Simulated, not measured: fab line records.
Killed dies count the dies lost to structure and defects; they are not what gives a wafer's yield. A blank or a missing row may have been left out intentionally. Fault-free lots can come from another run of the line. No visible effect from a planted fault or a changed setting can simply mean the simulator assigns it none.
Which tool is to blame? | flow sky130 | 7 lots, 21 wafers sampled, at 1 step of a route of 708

== WHAT THE GAUGES SHOWED, per wafer ==
SKY_CAP2M_THK_MEAS_04: measures by xrf.
lot  | measured     | on           | CAP2M_TIN_THK (nm)
L288 | day 40 04:58 | filmMetro-03 | 198.9 198.3 197.8
L292 | day 41 20:59 | filmMetro-04 | 201.8 204.8 202.3
L299 | day 43 19:52 | filmMetro-01 | 200.6 202.9 200.1
L302 | day 44 08:07 | filmMetro-01 | 206.8 203.7 207.5
L304 | day 44 21:11 | filmMetro-04 | 200.9 201.2 204.9
L306 | day 45 12:14 | filmMetro-04 | 199.1 195.5 198.7
L309 | day 46 08:21 | filmMetro-03 | 202.0 206.7 200.7

== TOOL THAT RAN EACH LOT (tool first, then ch and the chambers of the sampled wafers, then the start) ==
The record holds no process step before these readings.

== THE ANSWER, worked out from the rows above alone ==
Rule: the usual values come from the lots themselves. Put in order of their means at a reading, lots are off if they are a third of the lots or fewer, leave a main group of 4 or more, and stand apart from it by a gap of 3 or more times the standard deviation of the main group's means; of several such gaps the widest counts. If all means in a main group match to the digits the tables above print for the reading, that group is not used. A lot without any number at a reading at which 4 lots or more have one is off too. Any other lot the step has rows for is counted as sound.
No lot is off at any reading shown: from this, nothing can be told.

== WHAT THE SIMULATOR HAD INSERTED ==
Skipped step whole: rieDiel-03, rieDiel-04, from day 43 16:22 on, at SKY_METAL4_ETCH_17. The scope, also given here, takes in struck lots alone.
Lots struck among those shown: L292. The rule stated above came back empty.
